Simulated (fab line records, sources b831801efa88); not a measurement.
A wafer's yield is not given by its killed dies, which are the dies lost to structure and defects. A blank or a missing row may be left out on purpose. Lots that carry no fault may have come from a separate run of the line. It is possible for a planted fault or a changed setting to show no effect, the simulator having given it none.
Which tool was responsible? :: flow gf180mcu :: 12 lots with 36 wafers sampled at 5 steps, on a route of 602 steps

WHAT THE GAUGES READ, wafer by wafer
GF_STI_THK_MEAS_30. Usual: STI_OXIDATION_02_THK typically reads 10.03 nm, with standard deviation 0.16.
lot: L409
measured: day 2 06:47
on: film_metro-01
STI_OXIDATION_02_THK (nm): 9.85 9.83 9.77
flag: 

lot: L411
measured: day 2 23:08
on: film_metro-04
STI_OXIDATION_02_THK (nm): 10.20 10.25 9.98
flag: 

lot: L413
measured: day 3 05:54
on: film_metro-02
STI_OXIDATION_02_THK (nm): 10.02 10.03 10.07
flag: 

lot: L414
measured: day 3 07:19
on: film_metro-01
STI_OXIDATION_02_THK (nm): 9.81 9.97 10.04
flag: 

lot: L416
measured: day 3 20:10
on: film_metro-01
STI_OXIDATION_02_THK (nm): 10.16 10.03 9.92
flag: 

lot: L417
measured: day 4 02:10
on: film_metro-02
STI_OXIDATION_02_THK (nm): 10.03 9.84 9.83
flag: 

lot: L419
measured: day 4 10:55
on: film_metro-01
STI_OXIDATION_02_THK (nm): 10.07 9.81 9.98
flag: 

lot: L420
measured: day 4 15:18
on: film_metro-01
STI_OXIDATION_02_THK (nm): 10.19 10.17 10.10
flag: 

lot: L423
measured: day 5 05:45
on: film_metro-01
STI_OXIDATION_02_THK (nm): 9.75 9.94 9.96
flag: 

lot: L429
measured: day 6 15:07
on: film_metro-04
STI_OXIDATION_02_THK (nm): 10.27 9.91 9.79
flag: 

lot: L430
measured: day 6 20:31
on: film_metro-01
STI_OXIDATION_02_THK (nm): 10.14 10.27 10.18
flag: 

lot: L431
measured: day 7 05:21
on: film_metro-02
STI_OXIDATION_02_THK (nm): 10.12 10.14 10.17
flag: 

GF_VT_IMPLANT_TW_MEAS_21. Usual: VT_IMPLANT_2_TW typically reads 1213, with standard deviation 8.2.
lot: L409
measured: day 6 06:45
on: film_metro-03
VT_IMPLANT_2_TW: 1209 1201 1206
flag: 

lot: L411
measured: day 7 03:17
on: film_metro-03
VT_IMPLANT_2_TW: 1213 1211 1220
flag: 

lot: L413
measured: day 7 09:51
on: film_metro-03
VT_IMPLANT_2_TW: 1205 1205 1207
flag: 

lot: L414
measured: day 7 12:43
on: film_metro-01
VT_IMPLANT_2_TW: 1217 1222 1220
flag: 

lot: L416
measured: day 8 06:26
on: film_metro-03
VT_IMPLANT_2_TW: 1210 1207 1199
flag: 

lot: L417
measured: day 8 15:20
on: film_metro-02
VT_IMPLANT_2_TW: 1228 1231 1230
flag: 

lot: L419
measured: day 9 01:23
on: film_metro-03
VT_IMPLANT_2_TW: 1124 1124 1124
flag: OFF

lot: L420
measured: day 9 07:34
on: film_metro-03
VT_IMPLANT_2_TW: 1123 1122 1123
flag: OFF

lot: L423
measured: day 9 23:34
on: film_metro-02
VT_IMPLANT_2_TW: 1222 1223 1218
flag: 

lot: L429
measured: day 11 18:26
on: film_metro-02
VT_IMPLANT_2_TW: 1225 1231 1229
flag: 

lot: L430
measured: day 12 00:00
on: film_metro-03
VT_IMPLANT_2_TW: 1212 1208 1212
flag: 

lot: L431
measured: day 12 11:22
on: film_metro-03
VT_IMPLANT_2_TW: 1209 1213 1210
flag: 

GF_VT_IMPLANT_RS_MEAS_46: uses a four-point probe to measure. Usual: MVSD_RS typically reads 456.5 ohm/sq, with standard deviation 1.
lot: L409
measured: day 7 14:11
on: film_metro-02
MVSD_RS (ohm/sq): 456.6 458.4 456.5
flag: 

lot: L411
measured: day 8 11:20
on: film_metro-03
MVSD_RS (ohm/sq): 456.4 456.4 454.9
flag: 

lot: L413
measured: day 8 19:08
on: film_metro-03
MVSD_RS (ohm/sq): 456.9 456.4 457.4
flag: 

lot: L414
measured: day 8 23:39
on: film_metro-03
MVSD_RS (ohm/sq): 455.2 456.8 454.9
flag: 

lot: L416
measured: day 9 17:57
on: film_metro-04
MVSD_RS (ohm/sq): 457.8 457.4 459.0
flag: 

lot: L417
measured: day 10 02:33
on: film_metro-03
MVSD_RS (ohm/sq): 457.9 455.6 456.3
flag: 

lot: L419
measured: day 10 13:53
on: film_metro-02
MVSD_RS (ohm/sq): 456.8 456.9 456.0
flag: 

lot: L420
measured: day 10 20:05
on: film_metro-02
MVSD_RS (ohm/sq): 455.0 455.6 454.7
flag: 

lot: L423
measured: day 11 13:11
on: film_metro-02
MVSD_RS (ohm/sq): 457.2 458.9 457.9
flag: 

lot: L429
measured: day 13 10:07
on: film_metro-04
MVSD_RS (ohm/sq): 456.1 456.0 455.5
flag: 

lot: L430
measured: day 13 16:55
on: film_metro-04
MVSD_RS (ohm/sq): 457.9 456.7 458.1
flag: 

lot: L431
measured: day 14 04:16
on: film_metro-04
MVSD_RS (ohm/sq): 457.4 457.7 458.1
flag: 

EACH LOT AND THE TOOL THAT RAN IT (in order: tool; ch and the chambers of the sampled wafers; start)
lot: L409
GF_MVSD_STRIP_10: plasma_asher-03 ch 0,1, day 4 10:11
GF_VT_IMPLANT_IMPLANT_19: implanter-02 ch 0, day 6 06:32

lot: L411
GF_MVSD_STRIP_10: plasma_asher-02 ch 0,1, day 5 04:59
GF_VT_IMPLANT_IMPLANT_19: implanter-02 ch 0, day 7 03:02

lot: L413
GF_MVSD_STRIP_10: plasma_asher-02 ch 0,1, day 5 12:31
GF_VT_IMPLANT_IMPLANT_19: implanter-03 ch 0, day 7 09:38

lot: L414
GF_MVSD_STRIP_10: plasma_asher-01 ch 0,1, day 5 14:50
GF_VT_IMPLANT_IMPLANT_19: implanter-01 ch 0, day 7 12:31

lot: L416
GF_MVSD_STRIP_10: plasma_asher-01 ch 0,1, day 6 06:23
GF_VT_IMPLANT_IMPLANT_19: implanter-01 ch 0, day 8 06:11

lot: L417
GF_MVSD_STRIP_10: plasma_asher-01 ch 0,1, day 6 13:26
GF_VT_IMPLANT_IMPLANT_19: implanter-02 ch 0, day 8 15:05

lot: L419
GF_MVSD_STRIP_10: plasma_asher-02 ch 0,1, day 7 00:11
GF_VT_IMPLANT_IMPLANT_19: implanter-02 ch 0, day 9 01:08

lot: L420
GF_MVSD_STRIP_10: plasma_asher-01 ch 0,1, day 7 04:41
GF_VT_IMPLANT_IMPLANT_19: implanter-02 ch 0, day 9 07:19

lot: L423
GF_MVSD_STRIP_10: plasma_asher-01 ch 0,1, day 7 19:40
GF_VT_IMPLANT_IMPLANT_19: implanter-01 ch 0, day 9 23:20

lot: L429
GF_MVSD_STRIP_10: plasma_asher-01 ch 0,1, day 9 11:15
GF_VT_IMPLANT_IMPLANT_19: implanter-01 ch 0, day 11 18:11

lot: L430
GF_MVSD_STRIP_10: plasma_asher-01 ch 0,1, day 9 15:43
GF_VT_IMPLANT_IMPLANT_19: implanter-03 ch 0, day 11 23:47

lot: L431
GF_MVSD_STRIP_10: plasma_asher-01 ch 0,1, day 10 02:44
GF_VT_IMPLANT_IMPLANT_19: implanter-02 ch 0, day 12 11:07
- GF_MVSD_STRIP_10: strips in O2/N2.
- GF_VT_IMPLANT_IMPLANT_19

AS READ BY THE TOOLS THEMSELVES (means over the sampled wafers that have a number; for cases with no such wafer, the mark the record gives instead)
GF_MVSD_STRIP_10. Usual: chamber_pressure_mTorr 1500.0 mTorr, standard deviation 1.4; drypump_motor_current_A 5.8 A, standard deviation 0.57; heater_power_w 360 W, standard deviation 45; oes_product_au 0.722 a.u., standard deviation 0.0046; platen_temp_c 249.98 C, standard deviation 0.16; strip_time_to_endpoint_s 36.92 s, standard deviation 0.1.
lot: L409
tool: plasma_asher-03
chamber_pressure_mTorr (mTorr): 1500.5
drypump_motor_current_A (A): 6.3
heater_power_w (W): 332
oes_product_au (a.u.): 0.721
platen_temp_c (C): 249.99
strip_time_to_endpoint_s (s): 36.86
flag: 

lot: L411
tool: plasma_asher-02
chamber_pressure_mTorr (mTorr): 1500.9
drypump_motor_current_A (A): 6.3
heater_power_w (W): 380
oes_product_au (a.u.): 0.722
platen_temp_c (C): 249.92
strip_time_to_endpoint_s (s): 37.03
flag: 

lot: L413
tool: plasma_asher-02
chamber_pressure_mTorr (mTorr): 1501.2
drypump_motor_current_A (A): 6.3
heater_power_w (W): 379
oes_product_au (a.u.): 0.722
platen_temp_c (C): 249.92
strip_time_to_endpoint_s (s): 37.02
flag: 

lot: L414
tool: plasma_asher-01
chamber_pressure_mTorr (mTorr): 1499.3
drypump_motor_current_A (A): 5.3
heater_power_w (W): 380
oes_product_au (a.u.): 0.721
platen_temp_c (C): 250.00
strip_time_to_endpoint_s (s): 36.88
flag: 

lot: L416
tool: plasma_asher-01
chamber_pressure_mTorr (mTorr): 1501.3
drypump_motor_current_A (A): 5.3
heater_power_w (W): 384
oes_product_au (a.u.): 0.719
platen_temp_c (C): 249.94
strip_time_to_endpoint_s (s): 36.85
flag: 

lot: L417
tool: plasma_asher-01
chamber_pressure_mTorr (mTorr): 1499.4
drypump_motor_current_A (A): 5.3
heater_power_w (W): 379
oes_product_au (a.u.): 0.723
platen_temp_c (C): 249.92
strip_time_to_endpoint_s (s): 36.94
flag: 

lot: L419
tool: plasma_asher-02
chamber_pressure_mTorr (mTorr): 1500.2
drypump_motor_current_A (A): 6.3
heater_power_w (W): 377
oes_product_au (a.u.): 0.722
platen_temp_c (C): 249.97
strip_time_to_endpoint_s (s): 36.84
flag: 

lot: L420
tool: plasma_asher-01
chamber_pressure_mTorr (mTorr): 1499.2
drypump_motor_current_A (A): 5.3
heater_power_w (W): 376
oes_product_au (a.u.): 0.719
platen_temp_c (C): 249.94
strip_time_to_endpoint_s (s): 36.90
flag: 

lot: L423
tool: plasma_asher-01
chamber_pressure_mTorr (mTorr): 1499.3
drypump_motor_current_A (A): 5.1
heater_power_w (W): 365
oes_product_au (a.u.): 0.728
platen_temp_c (C): 249.97
strip_time_to_endpoint_s (s): 36.83
flag: 

lot: L429
tool: plasma_asher-01
chamber_pressure_mTorr (mTorr): 1499.6
drypump_motor_current_A (A): 5.3
heater_power_w (W): 386
oes_product_au (a.u.): 0.720
platen_temp_c (C): 250.21
strip_time_to_endpoint_s (s): 36.92
flag: 

lot: L430
tool: plasma_asher-01
chamber_pressure_mTorr (mTorr): 1501.1
drypump_motor_current_A (A): 5.3
heater_power_w (W): 381
oes_product_au (a.u.): 0.729
platen_temp_c (C): 249.89
strip_time_to_endpoint_s (s): 36.92
flag: 

lot: L431
tool: plasma_asher-01
chamber_pressure_mTorr (mTorr): 1499.5
drypump_motor_current_A (A): 5.3
heater_power_w (W): 374
oes_product_au (a.u.): 0.724
platen_temp_c (C): 249.85
strip_time_to_endpoint_s (s): 36.81
flag: 

GF_VT_IMPLANT_IMPLANT_19. Usual: beam_energy_keV 100.00, standard deviation 0.033; dose_ions_cm2 4.35e+12, standard deviation 3.9e+09.
lot: L409
tool: implanter-02
beam_energy_keV: 100.02
dose_ions_cm2: 4.35e+12
flag: 

lot: L411
tool: implanter-02
beam_energy_keV: 100.01
dose_ions_cm2: 4.35e+12
flag: 

lot: L413
tool: implanter-03
beam_energy_keV: 99.96
dose_ions_cm2: 4.35e+12
flag: 

lot: L414
tool: implanter-01
beam_energy_keV: 100.00
dose_ions_cm2: 4.35e+12
flag: 

lot: L416
tool: implanter-01
beam_energy_keV: 100.02
dose_ions_cm2: 4.35e+12
flag: 

lot: L417
tool: implanter-02
beam_energy_keV: 100.01
dose_ions_cm2: 4.35e+12
flag: 

lot: L419
tool: implanter-02
beam_energy_keV: 77.17
dose_ions_cm2: 4.35e+12
flag: OFF

lot: L420
tool: implanter-02
beam_energy_keV: 77.23
dose_ions_cm2: 4.35e+12
flag: OFF

lot: L423
tool: implanter-01
beam_energy_keV: 99.93
dose_ions_cm2: 4.35e+12
flag: 

lot: L429
tool: implanter-01
beam_energy_keV: 99.98
dose_ions_cm2: 4.35e+12
flag: 

lot: L430
tool: implanter-03
beam_energy_keV: 100.02
dose_ions_cm2: 4.35e+12
flag: 

lot: L431
tool: implanter-02
beam_energy_keV: 99.98
dose_ions_cm2: 4.35e+12
flag: 

THE ANSWER, worked out from the rows above alone
Rule: a lot is off if the mean of its wafers that have a number lies more than 3 standard deviations from the usual mean. Also off: a lot with no number at a reading for which 4 or more lots have one. All remaining lots with rows at the step are treated as sound. First the gauges in route order, then the tools' own readings, where a lot's mean is used as printed above. At the first step where some lot is off, the reading lying furthest off is the one used; lots without a number count as furthest.
Off: L419, L420, seen at GF_VT_IMPLANT_TW_MEAS_21 (VT_IMPLANT_2_TW).
If a tool, at a process step before that reading, ran all the lots that are off and no sound lot after the first of them, it fits. The gauges at GF_VT_IMPLANT_TW_MEAS_21 aren't tried: what is off there is off at GF_VT_IMPLANT_IMPLANT_19 too, on other tools, and a gauge's error can't cause that. None of those tried fits.

WHAT THE SIMULATOR PUT IN
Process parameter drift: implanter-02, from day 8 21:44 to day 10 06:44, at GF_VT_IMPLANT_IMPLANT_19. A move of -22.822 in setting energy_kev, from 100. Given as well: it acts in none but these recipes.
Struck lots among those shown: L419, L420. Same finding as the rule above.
